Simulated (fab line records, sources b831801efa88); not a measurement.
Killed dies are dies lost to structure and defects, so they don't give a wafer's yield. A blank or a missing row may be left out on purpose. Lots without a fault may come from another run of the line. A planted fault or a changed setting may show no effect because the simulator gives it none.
Problem report in the 8D (eight disciplines) form, filled by code | flow sfq_line | the parts of the form that need people (team, actions taken, sign-off) are left out

1. THE PROBLEM
thk_nm at SFQ_TRILAYER_I1_METRO_MEASURE_047 reads a mean of 186.0 nm on 4 wafers of 3 lots; wafers without a fault read 200.0 nm with a standard deviation of 1. That is -14 standard deviations from the usual mean.
First seen on wafer L593.4, day 14 11:49, on film_metro-03. The record holds 43 wafers of 15 lots with a number at this step. Rule for "out", or "out of limits": more than 4 standard deviations from the usual mean. The other wafers with a number count as sound.

2. WHAT IT IS AND WHAT IT IS NOT
question                    | is                             | is not
which readings at this step | thk_nm                         | -
which lots                  | L593, L594, L596               | L584, L585, L586, L591, L597, L598, L600, L601, L603, L604, L605, L606
which wafers of those lots  | L593.4, L593.6, L594.6, L596.6 | L593.5, L594.1, L594.3, L596.3, L596.5
read on which tools         | film_metro-03, film_metro-04   | film_metro-02
when                        | from day 14 11:49              | up to then (13 sound wafers); but 26 sound wafers of L594, L596, L597, L598, L600, L601, L603, L604, L605, L606 came after

3. SUSPECTS, AND WHAT RULES EACH OUT
Counting: a tool at a process step up to the reading stays a suspect if it ran every lot that is out. Sound lots after the first of them don't rule it out here, since some wafers of a struck lot are sound.
- cmp-02 at SFQ_TRILAYER_I1_CMP_CMP_046 (polishes SiO2): kept. It ran every lot that is out, first L593 (day 14 09:05); its last sound lot up to then is L586 (day 12 20:35).
Left after counting: cmp-02 at SFQ_TRILAYER_I1_CMP_CMP_046.

4. THE CAUSE (what the simulator had put in)
Process parameter drift: cmp-02, from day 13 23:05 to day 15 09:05, at SFQ_TRILAYER_I1_CMP_CMP_046. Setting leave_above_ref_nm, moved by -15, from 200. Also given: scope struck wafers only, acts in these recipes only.
Counting left only this tool.

5. THE CHAIN OF EFFECTS, in route order
Each row: a reading whose mean over the struck wafers that have a number lies more than 3 standard deviations from the usual. Only readings for which the record gives a usual standard deviation are gone through. hours: the time from each lot's start at the first step in this table that gives one to its start at this step, as a median over the lots. sigmas: the change in usual standard deviations.
hours | step                                  | reading        | usual      | on struck wafers | change | sigmas
0     | SFQ_TRILAYER_I1_METRO_MEASURE_047     | thk_nm         | 200.0 nm   | 186.0            | -14.0  | -14
151   | SFQ_TRILAYER_I1_VIA_ETCH_VIA_ETCH_052 | oes_product_au | 0.854 a.u. | 0.820            | -0.034 | -6.9
The process steps in it:
- SFQ_TRILAYER_I1_METRO_MEASURE_047
- SFQ_TRILAYER_I1_VIA_ETCH_VIA_ETCH_052: etches SiO2 in CHF3, stops on Nb, target depth 260 nm.

6. WHAT WOULD HAVE CAUGHT IT SOONER
In this record the first reading out of limits was taken at day 14 11:49, 13 hours after the fault began at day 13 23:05.
Of the tool readings at SFQ_TRILAYER_I1_CMP_CMP_046 for which the record gives a usual standard deviation, none was out on any struck wafer, so an alarm limit of 4 standard deviations on them would not have fired.
Of the lots that are out (3), L594, L596 began SFQ_TRILAYER_I1_CMP_CMP_046 on cmp-02 after day 14 11:49. A hold on the tool at that time would have spared those 2.
